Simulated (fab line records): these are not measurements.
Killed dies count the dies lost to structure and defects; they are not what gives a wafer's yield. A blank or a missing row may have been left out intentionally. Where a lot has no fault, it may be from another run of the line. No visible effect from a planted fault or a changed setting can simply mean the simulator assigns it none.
Which tool is to blame?	flow sky130	13 lots, 37 wafers sampled, at 5 steps of a route of 708

WHAT EACH GAUGE READ, for each wafer
No reading from a measuring or inspecting step in the record can be judged against a usual standard deviation.

TOOL THAT RAN EACH LOT (tool first, then ch and the chambers of the sampled wafers, then the start)
lot	SKY_METAL1_DESCUM_17	SKY_VIA1_CVD_21	SKY_VIA1_CMP_24	SKY_METAL2_DESCUM_17	SKY_PAD_OPEN_PROBE_99
L721	rie-metal-04 ch 0,1, day 33 15:34	cvd-w-01 ch 0, day 34 20:19	cmp-02 ch 0,3, day 34 20:38	rie-metal-03 ch 0,1, day 35 23:00	-
L722	rie-metal-04 ch 1, day 33 19:44	cvd-w-02 ch 1, day 35 00:47	cmp-02 ch 0,1, day 35 01:04	rie-metal-02 ch 1, day 36 02:28	-
L724	rie-metal-02 ch 0,1, day 34 17:25	cvd-w-01 ch 0,1, day 35 21:45	cmp-01 ch 1,2, day 35 22:02	rie-metal-02 ch 0, day 37 01:19	prober-02, day 47 07:18
L725	rie-metal-02 ch 0,1, day 35 04:41	cvd-w-01 ch 0,1, day 36 08:40	cmp-01 ch 0,1,2, day 36 08:56	rie-metal-01 ch 0,1, day 37 11:17	prober-01, day 47 14:16
L726	rie-metal-03 ch 0,1, day 35 05:50	cvd-w-02 ch 0,1, day 36 10:19	cmp-01 ch 0,1, day 36 10:40	rie-metal-03 ch 1, day 37 13:02	prober-02, day 47 15:19
L733	rie-metal-02 ch 0, day 37 18:29	cvd-w-02 ch 0,1, day 38 22:16	cmp-02 ch 1,2,3, day 38 22:35	rie-metal-02 ch 1, day 40 00:23	prober-01, day 49 13:43
L734	rie-metal-02 ch 0,1, day 38 02:33	cvd-w-02 ch 0,1, day 39 05:55	cmp-01 ch 0,2,3, day 39 06:11	rie-metal-03 ch 0,1, day 40 07:24	-
L735	rie-metal-03 ch 0, day 38 05:55	cvd-w-01 ch 0,1, day 39 09:04	cmp-02 ch 0,1,2, day 39 09:23	rie-metal-02 ch 0,1, day 40 10:45	-
L737	rie-metal-03 ch 0,1, day 38 19:16	cvd-w-01 ch 0,1, day 39 22:11	cmp-01 ch 0,3, day 39 22:31	rie-metal-01 ch 0,1, day 40 23:43	-
L738	rie-metal-04 ch 1, day 38 20:45	cvd-w-01 ch 0,1, day 39 23:35	cmp-01 ch 0,1,3, day 39 23:58	rie-metal-02 ch 0,1, day 41 00:30	-
L739	rie-metal-03 ch 0,1, day 39 10:49	cvd-w-02 ch 0,1, day 40 12:31	cmp-01 ch 2,3, day 40 12:46	rie-metal-02 ch 0,1, day 41 12:47	prober-01, day 50 13:10
L740	rie-metal-03 ch 0,1, day 39 13:31	cvd-w-01 ch 0,1, day 40 16:28	cmp-02 ch 0,2,3, day 40 16:44	rie-metal-02 ch 0,1, day 41 16:49	-
L741	rie-metal-03 ch 0,1, day 39 20:37	cvd-w-02 ch 0,1, day 41 00:08	cmp-01 ch 1,2,3, day 41 00:27	rie-metal-03 ch 0,1, day 42 00:28	-
- SKY_METAL1_DESCUM_17: chemistry O2, time 8 s.
- SKY_VIA1_CVD_21: deposits W, target thk 270 nm, time 80.902 s.
- SKY_VIA1_CMP_24: polishes, stops on SiO2, t overpolish 15 s, target thk 0 nm.
- SKY_METAL2_DESCUM_17: chemistry O2, time 8 s.
- SKY_PAD_OPEN_PROBE_99

AS READ BY THE TOOLS THEMSELVES (means over the sampled wafers that have a number; for cases with no such wafer, the mark the record gives instead)
SKY_METAL1_DESCUM_17. Usual: drypump-motor-current-A 6.1 A, standard deviation 0.46; oes-product-au 0.998 a.u., standard deviation 0.0094.
lot	tool	drypump-motor-current-A (A)	oes-product-au (a.u.)	flag
L721	rie-metal-04	6.5	1.003	
L722	rie-metal-04	6.8	0.998	
L724	rie-metal-02	6.2	0.999	
L725	rie-metal-02	6.2	0.998	
L726	rie-metal-03	5.5	0.997	
L733	rie-metal-02	6.0	0.993	
L734	rie-metal-02	6.1	1.004	
L735	rie-metal-03	5.3	1.002	
L737	rie-metal-03	5.6	1.004	
L738	rie-metal-04	6.8	0.996	
L739	rie-metal-03	5.5	1.006	
L740	rie-metal-03	5.5	1.002	
L741	rie-metal-03	5.6	1.000	

SKY_VIA1_CVD_21. Usual: heater-power-w 890 W, standard deviation 120.
lot	tool	heater-power-w (W)	flag
L721	cvd-w-01	970	
L722	cvd-w-02	794	
L724	cvd-w-01	1036	
L725	cvd-w-01	1043	
L726	cvd-w-02	782	
L733	cvd-w-02	782	
L734	cvd-w-02	785	
L735	cvd-w-01	996	
L737	cvd-w-01	1004	
L738	cvd-w-01	999	
L739	cvd-w-02	796	
L740	cvd-w-01	964	
L741	cvd-w-02	781	

SKY_VIA1_CMP_24. Usual: motor-current-A 10.7 A, standard deviation 1; overpolish-run-s 15.001 s, standard deviation 0.0094; time-to-endpoint-s 64 s, standard deviation 3.5.
lot	tool	motor-current-A (A)	overpolish-run-s (s)	time-to-endpoint-s (s)	flag
L721	cmp-02	10.2	15.003	58	
L722	cmp-02	9.9	14.991	64	
L724	cmp-01	9.8	7.520	82	OFF
L725	cmp-01	10.2	10.009	78	OFF
L726	cmp-01	10.8	7.526	86	OFF
L733	cmp-02	10.8	14.991	64	
L734	cmp-01	11.2	14.997	67	
L735	cmp-02	10.8	15.000	62	
L737	cmp-01	12.3	14.995	67	
L738	cmp-01	11.1	15.010	68	
L739	cmp-01	11.7	15.001	69	
L740	cmp-02	10.4	14.997	61	
L741	cmp-01	10.7	14.996	67	

SKY_METAL2_DESCUM_17. Usual: drypump-motor-current-A 5.8 A, standard deviation 0.49; oes-product-au 1.002 a.u., standard deviation 0.011.
lot	tool	drypump-motor-current-A (A)	oes-product-au (a.u.)	flag
L721	rie-metal-03	5.6	0.989	
L722	rie-metal-02	6.4	1.006	
L724	rie-metal-02	6.0	0.990	
L725	rie-metal-01	5.3	1.004	
L726	rie-metal-03	5.8	0.982	
L733	rie-metal-02	6.4	1.014	
L734	rie-metal-03	5.6	0.999	
L735	rie-metal-02	6.1	1.006	
L737	rie-metal-01	5.5	1.001	
L738	rie-metal-02	6.2	1.006	
L739	rie-metal-02	6.1	0.998	
L740	rie-metal-02	6.2	1.006	
L741	rie-metal-03	5.5	0.996	

SKY_PAD_OPEN_PROBE_99. Usual: defect-limited-yield 82.3 %, standard deviation 1.9; killed_at_M0_to_M3 44, standard deviation 6.9; killed_at_M4_up 3.3, standard deviation 2.1; killed-at-contacts 24, standard deviation 4.8; killed-at-front-end 15, standard deviation 4.4; killed-at-other 0.2, standard deviation 0.48; killed-dies 87, standard deviation 9.5; killed-on-rim 17, standard deviation 4; killed-open 48, standard deviation 6.5; killed-short 39, standard deviation 6.3; sort_bin_3_pad_short 0.9 %, standard deviation 0.48; sort_bin_5_function 10.5 %, standard deviation 1.5; sort_bin_6_memory 6.3 %, standard deviation 1.1; sort-n-pass 405, standard deviation 9.5; sort-yield-pct 82.3 %, standard deviation 1.9.
lot	tool	defect-limited-yield (%)	killed_at_M0_to_M3	killed_at_M4_up	killed-at-contacts	killed-at-front-end	killed-at-other	killed-dies	killed-on-rim	killed-open	killed-short	sort_bin_3_pad_short (%)	sort_bin_5_function (%)	sort_bin_6_memory (%)	sort-n-pass	sort-yield-pct (%)	flag
L724	prober-02	42.3	248	3.5	18	16	0.0	284	58	43	40	41.8	10.1	5.9	208	42.3	OFF
L725	prober-01	54.7	181	2.0	25	14	0.3	223	44	51	35	28.5	10.3	6.5	269	54.7	OFF
L726	prober-02	42.0	249	4.0	20	12	0.0	286	56	40	38	42.7	10.2	5.2	206	42.0	OFF
L733	prober-01	80.7	49	3.0	26	17	0.0	95	20	51	44	0.9	11.7	6.7	397	80.7	
L739	prober-01	82.2	45	4.0	25	13	1.0	88	19	46	41	1.1	10.3	6.4	404	82.2	

THE ANSWER, worked out from the rows above alone
Rule: a lot is off if the mean of its wafers that have a number lies more than 3 standard deviations from the usual mean. A lot without any number at a reading at which 4 lots or more have one is off too. Any other lot the step has rows for is counted as sound. After the gauges, taken in route order, come the tools' own readings; for these a lot's mean is taken, as printed above. At the first step where some lot is off, the reading lying furthest off is the one used; lots without a number count as furthest.
Off: L724, L725, L726, at SKY_VIA1_CMP_24 (overpolish-run-s).
If a tool, at that step or one of the process steps before it, ran each lot that is off and ran no sound lot following the first of them, it fits. Not one of the candidates tried fits.

WHAT THE SIMULATOR HAD PUT IN
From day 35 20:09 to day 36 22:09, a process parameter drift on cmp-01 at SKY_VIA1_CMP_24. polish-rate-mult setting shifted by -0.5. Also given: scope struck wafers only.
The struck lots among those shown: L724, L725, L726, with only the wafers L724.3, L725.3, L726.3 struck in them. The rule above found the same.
